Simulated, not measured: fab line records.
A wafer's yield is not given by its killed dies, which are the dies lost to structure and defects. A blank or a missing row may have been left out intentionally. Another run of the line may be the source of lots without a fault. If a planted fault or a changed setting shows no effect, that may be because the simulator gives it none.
Matching of chambers    flow gf180mcu    GF_PASSIVATION_ETCH_11 on rie diel-03 has 4 sister chambers
The step etches the open film in CF4/O2, stops on TiN, target depth 2040 nm, time 453.3 s. 22 wafers are shown with their chamber, then 11 later ones without.

== WAFERS WITH THEIR CHAMBER ==
wafer   chamber  drypump motor current A (A)  oes product au (a.u.)  chamber pressure mTorr (mTorr)
L077.1  3        6.0                          0.980                  149.94
L077.2  1        6.1                          0.992                  150.10
L077.3  2        5.3                          0.994                  150.04
L078.2  2        5.3                          0.997                  149.89
L078.5  3        6.0                          0.984                  150.31
L078.6  2        5.2                          0.996                  149.86
L080.1  3        6.0                          0.995                  150.21
L080.5  0        5.6                          0.993                  149.80
L080.6  3        6.0                          0.994                  149.76
L082.1  1        6.1                          0.992                  150.11
L082.3  2        5.2                          0.989                  149.87
L082.5  2        5.3                          0.989                  149.74
L083.1  0        5.6                          0.988                  150.06
L083.2  2        5.3                          0.995                  149.80
L083.3  3        6.0                          0.983                  150.18
L083.4  1        6.1                          0.989                  150.06
L083.5  3        6.0                          0.993                  149.82
L083.6  2        5.2                          0.993                  150.32
L085.1  1        6.1                          0.987                  150.16
L085.2  0        5.6                          0.992                  150.05
L085.3  3        6.0                          0.992                  149.97
L085.4  0        5.6                          0.990                  150.08

SIGNATURES (means of the wafers above)
reading                  chamber 0  chamber 1  chamber 2  chamber 3  scatter within a chamber
drypump motor current A  5.600      6.100      5.257      6.000      0.0309
oes product au           0.99075    0.99000    0.99329    0.98871    0.00423
chamber pressure mTorr   149.9975   150.1075   149.9314   150.0271   0.174
Rule: for each reading, subtract the chamber's mean from the wafer's reading, divide by that reading's scatter and square the result; add these up over the readings and take the root, which gives the wafer's distance from the chamber. The wafer belongs to the nearest chamber; if the next one is less than 2 further off, it can't be placed. The scatter: take each reading less its chamber's mean, square it, sum over the shown wafers, divide by the number of wafers less the number of chambers, and take the root.

== WAFERS WITHOUT THEIR CHAMBER ==
wafer   drypump motor current A (A)  oes product au (a.u.)  chamber pressure mTorr (mTorr)
L085.5  6.0                          0.990                  149.94
L085.6  6.1                          0.990                  149.95
L087.4  6.0                          0.988                  149.97
L087.5  5.2                          0.992                  150.18
L087.6  6.1                          0.979                  149.79
L094.1  5.6                          0.982                  149.87
L094.2  6.1                          0.977                  149.92
L094.4  6.0                          0.985                  149.97
L093.1  5.6                          0.979                  149.94
L093.2  5.3                          0.988                  149.97
L093.5  5.6                          0.983                  150.21

== EACH ONE'S CHAMBER ==
wafer   from the rows above      in truth
L085.5  3                        3
L085.6  1                        1
L087.4  3                        3
L087.5  2                        2
L087.6  can't be placed: 1 or 3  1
L094.1  0                        0
L094.2  can't be placed: 1 or 3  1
L094.4  3                        3
L093.1  0                        0
L093.2  2                        2
L093.5  0                        0
9 of 11 placed correctly. These rows do not allow placing 2 (true chamber among the candidates in 2). Number placed wrongly: 0.
